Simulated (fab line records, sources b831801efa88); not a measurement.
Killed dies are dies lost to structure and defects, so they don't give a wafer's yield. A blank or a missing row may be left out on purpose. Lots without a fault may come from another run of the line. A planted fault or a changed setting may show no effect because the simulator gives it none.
fab line records | flow gf180mcu
record lots=5 wafers=15 last_day=34
route steps=602 shown M5@529 V5@540
lots that met no fault: from a run of the same line without faults
start_h: hours from the record's first day to the start of the lot's first wafer shown | wait_h: hours since the lot's step before | " the same as in the row above | L1.1+2: a row that stands for several wafers | - no value, or no start given | * or withheld: withheld | < > ~ a bound
route shown NAME@n: a module of which the file shows steps, and the number in the route of the first | usual: mean/standard deviation of fault-free wafers | same: alike in all rows | chamber/n: place in a boat | sites: the reading at each site | _std_site: their standard deviation | _edge_site: outer sites' mean less inner sites' | radius_mm: how far each site lies from the wafer's centre | mask NAME#n: copy n | behind: the tool/chamber that last shaped the wafer | hold: why the lot was held/for how many hours/how that ended | device: the transistor (n, p or np) that didn't switch | end of line: the same wafers' tests at the end of the route | a step without rows: its recipe alone | killed: dies lost to structure and defects at the first sort, not the wafer's yield | map: a wafer's dies, x killed, . not, _ none there
set.NAME: the setting as run; set.NAME@STEP: as run at that earlier step | model.NAME: the simulator's own value behind a step, which no gauge read
lots at some steps of the route; a table a step, a row a wafer
services: from which hour (start_h, from the record's first day; less than 0 if before it) a tool's chamber was out of use, for how many hours, and why
## steps
# step GF_M5_SOFTBAKE_03
# recipe temp_c=130 time_s=60 resist=KrF
# columns lot.wafer tool chamber start_h wait_h
L074.1+3+5 litho_track-04 0 595.57 0.1
L075.1+4+5 litho_track-02 0 603.48 0.1
L090.1+2+5 litho_track-02 0 711.08 0.1
L096.1+2+4 litho_track-03 0 748.78 0.1
L097.3+5+6 litho_track-02 0 759.58 0.1
# step GF_M5_EXPOSE_04
# recipe mask_id=Metal5 target_cd_nm=280 na=0.68 source_shape=conventional sigma_outer=0.6 dose_mj=28
# usual reticle_temp_C=23.01/0.1
# columns lot.wafer tool chamber start_h wait_h mask reticle_temp_C
L074.1 krf_scanner-02 0 - - Metal5#0 22.95
L074.3 " 0 " " Metal5#0 23.10
L074.5 " 0 " " Metal5#0 22.94
L075.1 krf_scanner-02 0 - - Metal5#0 23.01
L075.4 " 0 " " Metal5#0 23.05
L075.5 " 0 " " Metal5#0 22.86
L090.1 krf_scanner-02 0 - - Metal5#0 22.99
L090.2 " 0 " " Metal5#0 23.00
L090.5 " 0 " " Metal5#0 22.99
L096.1 krf_scanner-01 0 - - Metal5#0 22.95
L096.2 " 0 " " Metal5#0 23.06
L096.4 " 0 " " Metal5#0 23.20
L097.3 krf_scanner-01 0 - - Metal5#0 22.97
L097.5 " 0 " " Metal5#0 23.09
L097.6 " 0 " " Metal5#0 23.14
# step GF_M5_PEB_05
# recipe peb_temp_c=135 peb_time_s=90 resist=KrF
# columns lot.wafer tool chamber start_h wait_h
L074.1+3+5 litho_track-02 0 - -
L075.1+4+5 litho_track-02 0 - -
L090.1+2+5 litho_track-03 0 - -
L096.1+2+4 litho_track-02 0 - -
L097.3+5+6 litho_track-02 0 - -
# step GF_M5_DEVELOP_06
# recipe develop_time_s=60 dev_temp_c=21
# same develop_time_s=60
# columns lot.wafer tool chamber start_h wait_h
L074.1+3+5 litho_track-02 0 606.03 0.2
L075.1+4+5 litho_track-02 0 613.63 0.2
L090.1+2+5 litho_track-03 0 719.83 0.2
L096.1+2+4 litho_track-02 0 756.43 0.2
L097.3+5+6 litho_track-02 0 767.38 0.1
# step GF_M5_CD_MEAS_07
# recipe target_cd_nm=280
# usual cd_nm=280.0/1.2
# columns lot.wafer tool chamber start_h wait_h cd_nm
L074.1 cd_sem-02 - 606.18 0.1 277.9
L074.3 " - " " 278.4
L074.5 " - " " 279.3
L075.1 cd_sem-02 - 613.78 0.1 281.1
L075.4 " - " " 280.4
L075.5 " - " " 281.2
L090.1 cd_sem-01 - 719.98 0.1 278.9
L090.2 " - " " 278.7
L090.5 " - " " 277.9
L096.1 cd_sem-02 - 756.58 0.1 280.0
L096.2 " - " " 280.9
L096.4 " - " " 280.0
L097.3 cd_sem-01 - 767.52 0.1 279.4
L097.5 " - " " 278.7
L097.6 " - " " 279.0
# step GF_M5_OVL_MEAS_08
# usual M5_OVL=-7/4.8
# columns lot.wafer tool chamber start_h wait_h M5_OVL[nm]
L074.1 overlay-02 - 606.30 0.1 0
L074.3 " - " " -10
L074.5 " - " " -3
L075.1 overlay-02 - 613.90 0.1 -11
L075.4 " - " " -17
L075.5 " - " " -11
L090.1 overlay-01 - 720.10 0.1 -7
L090.2 " - " " 0
L090.5 " - " " -13
L096.1 overlay-01 - 756.70 0.1 -5
L096.2 " - " " -7
L096.4 " - " " -4
L097.3 overlay-02 - 767.62 0.1 -7
L097.5 " - " " -9
L097.6 " - " " -9
# step GF_M5_ETCH_09
# recipe chemistry=CF4/O2 target=Si3N4 target_depth_nm=52 source_w=800 bias_w=150 pressure_mtorr=150 cf4_flow_sccm=80 O2_flow_sccm=10 time_s=11.6
# usual drypump_motor_current_A=5.6/0.39 oes_product_au=0.997/0.013 throttle_valve_pct=5.968/0.0094
# columns lot.wafer tool chamber start_h wait_h drypump_motor_current_A oes_product_au rf_hours_counter_h throttle_valve_pct
L074.1 rie_diel-02 1 606.34 0.0 5.6 0.990 12 5.961
L074.3 " 2 " " 4.8 0.980 10 5.964
L074.5 " 3 " " 5.9 0.967 - 5.959
L075.1 rie_diel-02 2 613.94 0.0 4.8 0.991 10 5.968
L075.4 " 1 " " 5.5 0.993 12 5.976
L075.5 " 3 " " 5.9 0.967 - 5.977
L090.1 rie_diel-03 1 720.13 0.0 5.7 1.008 4 5.982
L090.2 " 0 " " 5.4 1.008 1 5.969
L090.5 " 1 " " 5.7 1.010 - 5.965
L096.1 rie_diel-01 3 756.73 0.0 6.1 1.006 5 5.959
L096.2 " 2 " " 5.2 0.984 14 5.952
L096.4 " 1 " " 5.8 1.000 19 5.971
L097.3 rie_diel-01 2 767.64 0.0 5.1 0.986 15 5.981
L097.5 " 0 " " 5.0 1.000 - 5.970
L097.6 " 1 " " 5.7 1.020 - 5.970
# step GF_M5_METAL_ETCH_10
# recipe chemistry=Cl2/BCl3 mask_material=KrF target_depth_nm=627.5 stop_on=SiO2 pressure_mtorr=8 icp_w=800 bias_w=140 Cl2_flow_sccm=80 bcl3_flow_sccm=40 time_s=104.6
# usual drypump_motor_current_A=5.80/0.22 oes_product_au=0.975/0.0068 throttle_valve_pct=28.246/0.011
# columns lot.wafer tool chamber start_h wait_h drypump_motor_current_A oes_product_au rf_hours_counter_h throttle_valve_pct
L074.1 rie_metal-01 1 606.36 0.0 5.56 0.975 12 28.256
L074.3 " 1 " " 5.55 0.977 - 28.255
L074.5 " 0 " " 5.92 0.975 - 28.244
L075.1 rie_metal-02 1 613.96 0.0 5.79 0.979 0 28.245
L075.4 " 0 " " 6.34 0.982 - 28.260
L075.5 " 0 " " 6.35 0.981 - 28.221
L090.1 rie_metal-03 1 720.16 0.0 5.72 0.976 10 28.238
L090.2 " 0 " " 5.72 0.982 13 28.256
L090.5 " 0 " " 5.72 0.975 - 28.239
L096.1 rie_metal-01 1 756.76 0.0 5.56 0.980 4 28.235
L096.2 " 0 " " 5.90 0.980 10 28.247
L096.4 " 0 " " 5.90 0.976 - 28.258
L097.3 rie_metal-02 1 767.70 0.0 5.78 0.966 - 28.253
L097.5 " 0 " " 6.35 0.977 - 28.238
L097.6 " 1 " " 5.79 0.977 - 28.275
# step GF_M5_STRIP_11
# recipe chemistry=O2/N2 power_w=1400 pressure_mtorr=1500 platen_temp_c=250 o2_flow_sccm=3000 n2_flow_sccm=300 overash_fraction=0.5
# usual drypump_motor_current_A=5.5/0.34 heater_power_w=328/23 oes_product_au=0.543/0.0051 strip_time_to_endpoint_s=7.52/0.053
# columns lot.wafer tool chamber start_h wait_h drypump_motor_current_A heater_power_w oes_product_au rf_hours_counter_h strip_time_to_endpoint_s
L074.1 plasma_asher-02 1 606.47 0.1 5.2 308 0.538 78 7.45
L074.3 " 0 " " 5.3 330 0.544 - 7.48
L074.5 " 1 " " 5.2 311 0.542 - 7.52
L075.1 plasma_asher-02 0 614.07 0.1 5.2 335 0.537 80 7.40
L075.4 " 0 " " 5.2 328 0.544 - 7.56
L075.5 " 1 " " 5.2 307 0.542 - 7.58
L090.1 plasma_asher-01 0 720.27 0.1 5.8 307 0.541 61 7.50
L090.2 " 1 " " 6.0 350 0.543 61 7.42
L090.5 " 0 " " 5.8 305 0.538 - 7.47
L096.1 plasma_asher-02 0 756.87 0.1 5.2 334 0.540 96 7.53
L096.2 " 1 " " 5.2 318 0.537 96 7.50
L096.4 " 1 " " 5.2 308 0.539 - 7.54
L097.3 plasma_asher-01 1 767.81 0.1 6.0 351 0.542 - 7.43
L097.5 " 1 " " 6.0 351 0.546 - 7.47
L097.6 " 0 " " 5.8 306 0.541 - 7.44
# step GF_M5_STRIP_12
# recipe chemistry=post_etch_residue_remover time_s=1200 temp_c=72.5
# columns lot.wafer tool chamber start_h wait_h
L074.1+3+5 wet_bench-02 0 606.57 0.1
L075.1+4+5 wet_bench-04 3 614.17 0.1
L090.1+2+5 wet_bench-02 2 720.37 0.1
L096.1+2+4 wet_bench-04 3 756.97 0.1
L097.3+5+6 wet_bench-04 3 767.88 0.0
# step GF_M5_CLEAN_13
# recipe chemistry=DIW dry=n2_spin
# columns lot.wafer tool chamber start_h wait_h
L074.1+3+5 wet_bench-04 2 606.94 0.0
L075.1+4+5 wet_bench-01 0 614.51 0.0
L090.1+2+5 wet_bench-01 1 720.71 0.0
L096.1+2+4 wet_bench-02 2 757.31 0.0
L097.3+5+6 wet_bench-02 1 768.22 0.0
# step GF_V5_CVD_00
# recipe material=SiO2 target_thk_nm=300 sigma_open_frac=0.3 temp_c=400 time_s=50 sih4_flow_sccm=60 pressure_mtorr=6
# usual pressure_mtorr=6.001/0.013
# columns lot.wafer tool chamber start_h wait_h pressure_mtorr
L074.1 hdpcvd-01 2 607.04 0.0 6.000
L074.3 " 1 " " 5.997
L074.5 " 0 " " 6.012
L075.1 hdpcvd-01 0 614.61 0.0 6.008
L075.4 " 2 " " 5.991
L075.5 " 1 " " 6.002
L090.1 hdpcvd-01 2 720.80 0.0 5.997
L090.2 " 0 " " 6.000
L090.5 " 2 " " 5.988
L096.1 hdpcvd-01 2 757.40 0.0 5.993
L096.2 " 0 " " 6.001
L096.4 " 2 " " 6.005
L097.3 hdpcvd-01 2 768.33 0.0 6.005
L097.5 " 0 " " 6.004
L097.6 " 2 " " 6.011
# step GF_V5_THK_MEAS_01
# recipe reads=SiO2_of_V5_CVD_00
# usual V5_CVD_00_THK=301/4.5
# columns lot.wafer tool chamber start_h wait_h V5_CVD_00_THK[nm]
L074.1 film_metro-02 - 607.09 0.0 312
L074.3 " - " " 307
L074.5 " - " " 305
L075.1 film_metro-03 - 614.65 0.0 295
L075.4 " - " " 308
L075.5 " - " " 300
L090.1 film_metro-03 - 720.85 0.0 300
L090.2 " - " " 291
L090.5 " - " " 304
L096.1 film_metro-04 - 757.45 0.0 304
L096.2 " - " " 296
L096.4 " - " " 303
L097.3 film_metro-02 - 768.40 0.0 305
L097.5 " - " " 298
L097.6 " - " " 307
# step GF_V5_CVD_02
# recipe material=SiO2 target_thk_nm=1450 precursor=TEOS temp_c=400 time_s=163.28 rf_w=600
# usual heater_power_outer_w=336/54 heater_power_w=588/74
# columns lot.wafer tool chamber start_h wait_h heater_power_outer_w heater_power_w
L074.1 pecvd-03 0 607.15 0.1 394 741
L074.3 " 2 " " 351 625
L074.5 " 0 " " 282 559
L075.1 pecvd-03 2 614.71 0.1 317 563
L075.4 " 1 " " 231 459
L075.5 " 0 " " 376 718
L090.1 pecvd-03 2 720.91 0.1 381 673
L090.2 " 1 " " 263 490
L090.5 " 0 " " 283 574
L096.1 pecvd-03 0 757.51 0.1 301 598
L096.2 " 1 " " 318 565
L096.4 " 2 " " 393 672
L097.3 pecvd-04 0 768.44 0.0 344 586
L097.5 " 1 " " 355 544
L097.6 " 0 " " 273 466
# step GF_V5_THK_MEAS_03
# recipe reads=SiO2_of_V5_CVD_02
# usual V5_CVD_02_THK=1452/25
# columns lot.wafer tool chamber start_h wait_h V5_CVD_02_THK[nm]
L074.1 film_metro-03 - 607.26 0.1 1426
L074.3 " - " " 1418
L074.5 " - " " 1448
L075.1 film_metro-02 - 614.82 0.1 1419
L075.4 " - " " 1482
L075.5 " - " " 1447
L090.1 film_metro-03 - 721.01 0.1 1414
L090.2 " - " " 1440
L090.5 " - " " 1460
L096.1 film_metro-03 - 757.62 0.1 1417
L096.2 " - " " 1441
L096.4 " - " " 1448
L097.3 film_metro-03 - 768.56 0.1 1458
L097.5 " - " " 1475
L097.6 " - " " 1492
# step GF_V5_CMP_04
# recipe material=SiO2 down_force_psi=4 platen_rpm=60 pad_velocity_m_s=0.94248
# usual motor_current_A=12.5/1.2
# columns lot.wafer tool chamber start_h wait_h motor_current_A
L074.3 cmp-02 1 607.32 0.0 10.5
L074.1 " 2 " " 12.3
L074.5 " 1 " " 11.1
L075.1 cmp-01 2 614.93 0.1 10.4
L075.4 " 3 " " 13.6
L075.5 " 2 " " 10.3
L090.1 cmp-02 0 721.12 0.1 13.5
L090.2 " 1 " " 11.0
L090.5 " 0 " " 13.8
L096.1 cmp-02 2 757.68 0.1 11.4
L096.4 " 3 " " 14.3
L096.2 " 0 " " 12.8
L097.3 cmp-02 2 768.70 0.1 12.4
L097.6 " 0 " " 13.8
L097.5 " 1 " " 11.1
# step GF_V5_BOW_MEAS_05
# recipe mode=bow
# usual V5_BOW=134/8.9
# columns lot.wafer tool chamber start_h wait_h V5_BOW[um]
L074.1 film_metro-02 - 607.62 0.2 127
L074.3 " - " " 125
L074.5 " - " " 137
L075.1 film_metro-03 - 615.18 0.2 153
L075.4 " - " " 149
L075.5 " - " " 141
L090.1 film_metro-03 - 721.37 0.2 145
L090.2 " - " " 134
L090.5 " - " " 146
L096.1 film_metro-02 - 757.98 0.2 130
L096.2 " - " " 132
L096.4 " - " " 122
L097.3 film_metro-03 - 768.94 0.2 146
L097.5 " - " " 138
L097.6 " - " " 141
# step GF_V5_DEHYDRATE_06
# recipe temp_c=200 time_s=60
# columns lot.wafer tool chamber start_h wait_h
L074.1+3+5 litho_track-01 0 616.87 9.2
L075.1+4+5 litho_track-02 0 625.08 9.9
L090.1+2+5 litho_track-01 0 729.27 7.9
L096.1+2+4 litho_track-02 0 765.43 7.4
L097.3+5+6 litho_track-01 0 775.92 7.0
# step GF_V5_HMDS_07
# recipe prime_time_s=60 prime_temp_c=120
# columns lot.wafer tool chamber start_h wait_h
L074.1+3+5 litho_track-01 0 617.02 0.1
L075.1+4+5 litho_track-02 0 625.23 0.1
L090.1+2+5 litho_track-01 0 729.42 0.1
L096.1+2+4 litho_track-02 0 765.58 0.1
L097.3+5+6 litho_track-01 0 776.07 0.1
# step GF_V5_COAT_08
# recipe resist=BARC temp_c=withheld time_s=withheld spin_rpm=withheld resist_thk_nm=withheld
# columns lot.wafer tool chamber start_h wait_h
L074.1+3+5 litho_track-01 0 617.17 0.1
L075.1+4+5 litho_track-02 0 625.38 0.1
L090.1+2+5 litho_track-01 0 729.57 0.1
L096.1+2+4 litho_track-02 0 765.73 0.1
L097.3+5+6 litho_track-01 0 776.22 0.1
# step GF_V5_COAT_09
# recipe resist=KrF spin_rpm=withheld resist_thk_nm=1000
# columns lot.wafer tool chamber start_h wait_h
L074.1+3+5 litho_track-01 0 - -
L075.1+4+5 litho_track-02 0 - -
L090.1+2+5 litho_track-01 0 - -
L096.1+2+4 litho_track-02 0 - -
L097.3+5+6 litho_track-01 0 - -
# step GF_V5_SOFTBAKE_10
# recipe temp_c=130 time_s=60 resist=KrF
# columns lot.wafer tool chamber start_h wait_h
L074.1+3+5 litho_track-01 0 - -
L075.1+4+5 litho_track-02 0 - -
L090.1+2+5 litho_track-01 0 - -
L096.1+2+4 litho_track-02 0 - -
L097.3+5+6 litho_track-01 0 - -
# step GF_V5_EXPOSE_11
# recipe mask_id=Via5 target_cd_nm=260 na=0.68 source_shape=conventional sigma_outer=0.6 dose_mj=38
# usual reticle_temp_C=23.02/0.096
# columns lot.wafer tool chamber start_h wait_h mask reticle_temp_C
L074.1 krf_scanner-01 0 - - Via5#0 22.93
L074.3 " 0 " " Via5#0 22.86
L074.5 " 0 " " Via5#0 22.97
L075.1 krf_scanner-02 0 - - Via5#0 23.14
L075.4 " 0 " " Via5#0 22.99
L075.5 " 0 " " Via5#0 23.13
L090.1 krf_scanner-01 0 - - Via5#0 22.86
L090.2 " 0 " " Via5#0 22.86
L090.5 " 0 " " Via5#0 23.06
L096.1 krf_scanner-02 0 - - Via5#0 22.94
L096.2 " 0 " " Via5#0 23.00
L096.4 " 0 " " Via5#0 23.11
L097.3 krf_scanner-02 0 - - Via5#0 22.99
L097.5 " 0 " " Via5#0 23.12
L097.6 " 0 " " Via5#0 23.01
# step GF_V5_PEB_12
# recipe peb_temp_c=135 peb_time_s=90 resist=KrF
# columns lot.wafer tool chamber start_h wait_h
L074.1+3+5 litho_track-02 0 - -
L075.1+4+5 litho_track-02 0 - -
L090.1+2+5 litho_track-02 0 - -
L096.1+2+4 litho_track-02 0 - -
L097.3+5+6 litho_track-01 0 - -
# step GF_V5_DEVELOP_13
# recipe develop_time_s=60 resist=KrF dev_temp_c=21
# same develop_time_s=60
# columns lot.wafer tool chamber start_h wait_h
L074.1+3+5 litho_track-02 0 627.83 0.2
L075.1+4+5 litho_track-02 0 635.38 0.2
L090.1+2+5 litho_track-02 0 738.08 0.2
L096.1+2+4 litho_track-02 0 773.88 0.2
L097.3+5+6 litho_track-01 0 784.02 0.1
# step GF_V5_CD_MEAS_14
# recipe target_cd_nm=260
# usual cd_nm=259.8/1.3
# columns lot.wafer tool chamber start_h wait_h cd_nm
L074.1 cd_sem-01 - 627.98 0.1 256.4
L074.3 " - " " 256.5
L074.5 " - " " 256.7
L075.1 cd_sem-01 - 635.53 0.1 261.1
L075.4 " - " " 261.1
L075.5 " - " " 260.5
L090.1 cd_sem-01 - 738.23 0.1 260.7
L090.2 " - " " 262.0
L090.5 " - " " 260.4
L096.1 cd_sem-01 - 774.03 0.1 260.9
L096.2 " - " " 260.8
L096.4 " - " " 261.0
L097.3 cd_sem-02 - 784.16 0.1 257.1
L097.5 " - " " 257.5
L097.6 " - " " 257.0
# step GF_V5_OVL_MEAS_15
# usual V5_OVL=-1/5.6
# columns lot.wafer tool chamber start_h wait_h V5_OVL[nm]
L074.1 overlay-02 - 628.10 0.1 1
L074.3 " - " " 4
L074.5 " - " " 6
L075.1 overlay-02 - 635.65 0.1 -12
L075.4 " - " " -17
L075.5 " - " " -9
L090.1 overlay-02 - 738.35 0.1 6
L090.2 " - " " 0
L090.5 " - " " -1
L096.1 overlay-02 - 774.15 0.1 -5
L096.2 " - " " 0
L096.4 " - " " 1
L097.3 overlay-01 - 784.25 0.1 -9
L097.5 " - " " -11
L097.6 " - " " -8
# step GF_V5_ETCH_16
# recipe chemistry=N2/H2 target_depth_a=withheld overetch_a=withheld time_s=withheld target=BARC ion_energy_ev=200 source_w=500 bias_w=100 pressure_mtorr=30 n2_flow_sccm=100 h2_flow_sccm=200
# usual drypump_motor_current_A=5.5/0.42 oes_product_au=0.855/0.0047 throttle_valve_pct=13.225/0.01
# columns lot.wafer tool chamber start_h wait_h drypump_motor_current_A oes_product_au throttle_valve_pct
L074.1 rie_diel-01 2 628.14 0.0 5.1 0.858 13.240
L074.3 " 1 " " 5.7 0.859 13.228
L074.5 " 0 " " 5.0 0.849 13.220
L075.1 rie_diel-02 2 635.69 0.0 4.8 0.856 13.225
L075.4 " 3 " " 6.0 0.859 13.224
L075.5 " 2 " " 4.9 0.849 13.222
L090.1 rie_diel-02 2 738.38 0.0 4.9 0.858 13.241
L090.2 " 1 " " 5.5 0.855 13.231
L090.5 " 2 " " 4.8 0.850 13.218
L096.1 rie_diel-01 1 774.18 0.0 5.8 0.857 13.207
L096.2 " 2 " " 5.1 0.849 13.235
L096.4 " 0 " " 5.1 0.848 13.224
L097.3 rie_diel-02 2 784.28 0.0 4.9 0.858 13.222
L097.5 " 2 " " 4.9 0.850 13.233
L097.6 " 1 " " 5.5 0.857 13.245
# step GF_V5_ETCH_17
# recipe chemistry=C4F8/O2/Ar mask_material=KrF target=SiO2 stop_on=TiN source_w=1500 bias_w=1200 pressure_mtorr=40 c4f8_flow_sccm=withheld O2_flow_sccm=6 Ar_flow_sccm=300 time_s=withheld target_depth_a=8550
# usual oes_product_au=0.861/0.0047
# columns lot.wafer tool chamber start_h wait_h oes_product_au
L074.1 rie_diel-01 2 - - 0.864
L074.3 " 1 " " 0.850
L074.5 " 0 " " 0.855
L075.1 rie_diel-02 2 - - 0.857
L075.4 " 3 " " 0.866
L075.5 " 2 " " 0.857
L090.1 rie_diel-02 1 - - 0.860
L090.2 " 2 " " 0.858
L090.5 " 1 " " 0.864
L096.1 rie_diel-01 1 - - 0.861
L096.2 " 2 " " 0.859
L096.4 " 0 " " 0.858
L097.3 rie_diel-02 2 - - 0.862
L097.5 " 2 " " 0.864
L097.6 " 1 " " 0.860
# step GF_V5_STRIP_18
# recipe chemistry=O2/N2 power_w=1400 pressure_mtorr=1500 platen_temp_c=250 o2_flow_sccm=3000 n2_flow_sccm=300 overash_fraction=0.5
# usual drypump_motor_current_A=5.6/0.44 heater_power_w=324/20 oes_product_au=0.569/0.006
# columns lot.wafer tool chamber start_h wait_h drypump_motor_current_A heater_power_w oes_product_au rf_hours_counter_h
L074.1 plasma_asher-02 1 628.29 - 5.2 298 0.572 81
L074.3 " 1 " " 5.2 307 0.573 -
L074.5 " 1 " " 5.2 310 0.574 -
L075.1 plasma_asher-02 0 635.84 - 5.2 328 0.572 82
L075.4 " 1 " " 5.2 305 0.576 -
L075.5 " 1 " " 5.2 306 0.572 -
L090.1 plasma_asher-02 1 738.54 - 5.2 313 0.570 94
L090.2 " 0 " " 5.2 335 0.573 94
L090.5 " 1 " " 5.2 300 0.577 -
L096.1 plasma_asher-01 1 774.34 - 6.1 347 0.560 63
L096.2 " 0 " " 5.8 306 0.569 63
L096.4 " 1 " " 6.0 345 0.570 -
L097.3 plasma_asher-01 0 784.46 - 5.8 304 0.570 -
L097.5 " 1 " " 6.1 342 0.578 -
L097.6 " 0 " " 5.8 307 0.561 -
# step GF_V5_STRIP_19
# recipe chemistry=post_etch_residue_remover time_s=1200 temp_c=72.5
# columns lot.wafer tool chamber start_h wait_h
L074.1+3+5 wet_bench-04 2 628.39 0.1
L075.1+4+5 wet_bench-01 3 635.94 0.1
L090.1+2+5 wet_bench-01 1 738.64 0.1
L096.1+2+4 wet_bench-03 1 774.44 0.1
L097.3+5+6 wet_bench-04 2 784.53 0.0
# step GF_V5_CLEAN_20
# recipe chemistry=DIW dry=n2_spin
# columns lot.wafer tool chamber start_h wait_h
L074.1+3+5 wet_bench-01 1 628.73 0.0
L075.1+4+5 wet_bench-03 0 636.31 0.0
L090.1+2+5 wet_bench-04 3 738.98 0.0
L096.1+2+4 wet_bench-01 2 774.81 0.0
L097.3+5+6 wet_bench-03 1 784.87 0.0
# step GF_V5_SPUTTER_21
# recipe material=Ti target_thk_nm=15 chamber_pressure_pa=5 power_w=2500 substrate_temp_c=200 time_s=80.02
# usual cathode_dc_power_W=2500.0/0.42 chamber_pressure_pa=5.000/0.0097 throttle_valve_pct=29.8/1
# columns lot.wafer tool chamber start_h wait_h cathode_dc_power_W chamber_pressure_pa throttle_valve_pct
L074.1 pvd_sputter-02 - 628.84 0.0 2500.8 4.998 29.1
L074.3 " - " " 2500.5 5.008 29.9
L074.5 " - " " 2500.7 5.001 29.0
L075.1 pvd_sputter-02 - 636.41 0.0 2500.1 4.996 29.9
L075.4 " - " " 2500.3 5.001 30.4
L075.5 " - " " 2500.5 4.974 30.4
L090.1 pvd_sputter-04 - 739.07 0.0 2500.4 5.002 28.6
L090.2 " - " " 2500.8 4.994 29.2
L090.5 " - " " 2499.7 4.988 28.3
L096.1 pvd_sputter-04 - 774.90 0.0 2500.6 5.011 30.5
L096.2 " - " " 2499.9 4.999 31.5
L096.4 " - " " 2499.8 4.996 29.0
L097.3 pvd_sputter-02 - 784.96 0.0 2500.0 4.997 30.1
L097.5 " - " " 2500.0 5.008 30.2
L097.6 " - " " 2500.4 4.989 30.0
# step GF_V5_SPUTTER_22
# recipe material=TiN target_thk_nm=10 chamber_pressure_pa=5 power_w=4000 time_s=40
# usual cathode_dc_power_W=4000.0/0.76 chamber_pressure_pa=4.999/0.0089 throttle_valve_pct=29.8/1.1
# columns lot.wafer tool chamber start_h wait_h cathode_dc_power_W chamber_pressure_pa throttle_valve_pct
L074.1 pvd_sputter-02 - 628.90 0.0 4000.0 5.006 29.1
L074.3 " - " " 3999.9 4.999 30.3
L074.5 " - " " 4000.2 5.003 28.8
L075.1 pvd_sputter-02 - 636.47 0.0 3998.8 4.988 30.3
L075.4 " - " " 4000.6 4.995 30.6
L075.5 " - " " 4000.5 4.999 30.5
L090.1 pvd_sputter-04 - 739.13 0.0 4000.5 5.009 28.5
L090.2 " - " " 4001.1 5.017 28.9
L090.5 " - " " 4000.2 4.991 28.3
L096.1 pvd_sputter-04 - 774.96 0.0 3998.9 4.993 30.2
L096.2 " - " " 3999.3 4.989 31.6
L096.4 " - " " 4000.4 5.008 29.0
L097.3 pvd_sputter-02 - 785.02 0.0 3999.1 5.009 30.1
L097.5 " - " " 4000.6 5.016 30.2
L097.6 " - " " 4000.5 5.008 30.1
# step GF_V5_CVD_23
# recipe material=W target_thk_nm=350 time_s=104.9 temp_c=400 pressure_torr=40
# usual heater_power_outer_w=523/43 heater_power_w=863/78
# columns lot.wafer tool chamber start_h wait_h heater_power_outer_w heater_power_w
L074.1 cvd_w-02 1 628.94 0.0 521 843
L074.3 " 1 " " 513 830
L074.5 " 1 " " 519 830
L075.1 cvd_w-02 1 636.51 0.0 516 832
L075.4 " 0 " " 593 959
L075.5 " 1 " " 518 825
L090.1 cvd_w-02 0 739.17 0.0 586 971
L090.2 " 1 " " 531 842
L090.5 " 1 " " 527 856
L096.1 cvd_w-01 0 775.00 0.0 467 761
L096.2 " 1 " " 530 865
L096.4 " 0 " " 454 760
L097.3 cvd_w-01 0 785.10 0.1 460 754
L097.5 " 0 " " 456 756
L097.6 " 1 " " 538 848
# step GF_V5_RS_MEAS_24
# recipe thk_meas_gauge=four-point-probe reads=W_of_V5_CVD_23+TiN_of_V5_SPUTTER_22+Ti_of_V5_SPUTTER_21
# usual V5_W_RS=0.328/0.0035
# columns lot.wafer tool chamber start_h wait_h V5_W_RS[ohm/sq]
L074.1 film_metro-03 - 629.05 0.1 0.335
L074.3 " - " " 0.337
L074.5 " - " " 0.333
L075.1 film_metro-02 - 636.62 0.1 0.337
L075.4 " - " " 0.331
L075.5 " - " " 0.335
L090.1 film_metro-02 - 739.28 0.1 0.328
L090.2 " - " " 0.332
L090.5 " - " " 0.330
L096.1 film_metro-04 - 775.11 0.1 0.324
L096.2 " - " " 0.329
L096.4 " - " " 0.331
L097.3 film_metro-04 - 785.22 0.1 0.328
L097.5 " - " " 0.327
L097.6 " - " " 0.331
# step GF_V5_THK_MEAS_25
# recipe thk_meas_gauge=xrf reads=W_of_V5_CVD_23
# usual V5_W_THK=345/5.6
# columns lot.wafer tool chamber start_h wait_h V5_W_THK[nm]
L074.1 film_metro-03 - 629.17 0.1 340
L074.3 " - " " 337
L074.5 " - " " 338
L075.1 film_metro-02 - 636.74 0.1 335
L075.4 " - " " 342
L075.5 " - " " 339
L090.1 film_metro-02 - 739.40 0.1 338
L090.2 " - " " 336
L090.5 " - " " 339
L096.1 film_metro-04 - 775.23 0.1 353
L096.2 " - " " 347
L096.4 " - " " 346
L097.3 film_metro-04 - 785.32 0.1 351
L097.5 " - " " 351
L097.6 " - " " 347
# step GF_V5_CMP_26
# recipe stop_on=SiO2 down_force_psi=3.5 platen_rpm=60 t_overpolish_s=15 target_thk_nm=0 pad_velocity_m_s=0.94248
# usual motor_current_A=11.4/1.2 overpolish_run_s=15.000/0.0092 time_to_endpoint_s=88/4.6
# columns lot.wafer tool chamber start_h wait_h motor_current_A overpolish_run_s time_to_endpoint_s
L074.1 cmp-01 3 629.23 0.1 13.2 14.997 90
L074.3 " 1 " " 11.1 14.991 80
L074.5 " 3 " " 12.0 15.000 90
L075.1 cmp-01 3 636.90 0.1 12.5 15.005 94
L075.4 " 0 " " 12.0 14.991 78
L075.5 " 2 " " 10.1 14.999 88
L090.2 cmp-02 2 739.46 0.0 11.4 15.005 86
L090.1 " 1 " " 10.2 14.992 86
L090.5 " 3 " " 12.7 14.996 92
L096.1 cmp-01 1 775.29 0.1 12.6 14.989 88
L096.4 " 2 " " 9.6 15.004 92
L096.2 " 3 " " 12.7 15.001 100
L097.3 cmp-02 1 785.51 0.2 9.8 15.010 89
L097.6 " 2 " " 11.2 15.008 86
L097.5 " 3 " " 12.7 15.000 92
## services
# columns tool chamber start_h hours kind
cmp-01 - 572.00 4.0 pm
rie_diel-01 - 572.19 2.8 pm
rie_diel-02 3 584.30 5.6 repair
krf_scanner-02 - 593.50 1.0 pm
krf_scanner-02 - 595.93 1.3 pm
krf_scanner-02 - 599.49 0.7 repair
cmp-02 - 610.37 0.2 repair
krf_scanner-02 - 627.38 12.8 repair
hdpcvd-01 - 642.50 2.8 pm
rie_diel-01 - 648.62 15.6 pm
krf_scanner-02 - 653.68 0.8 pm
hdpcvd-01 2 665.98 4.4 repair
rie_diel-01 1 678.01 16.5 repair
rie_diel-02 0 688.94 2.5 repair
cmp-02 - 703.38 1.9 repair
rie_diel-01 2 724.62 1.7 repair
rie_diel-01 2 731.88 8.2 repair
cmp-02 - 744.00 4.0 pm
hdpcvd-01 - 746.55 10.6 repair
pvd_sputter-02 - 752.51 0.6 repair
hdpcvd-01 1 759.52 9.7 repair
krf_scanner-02 - 762.59 1.0 pm
cmp-02 - 763.40 2.0 repair
krf_scanner-02 - 778.04 1.3 pm
## key
fault none
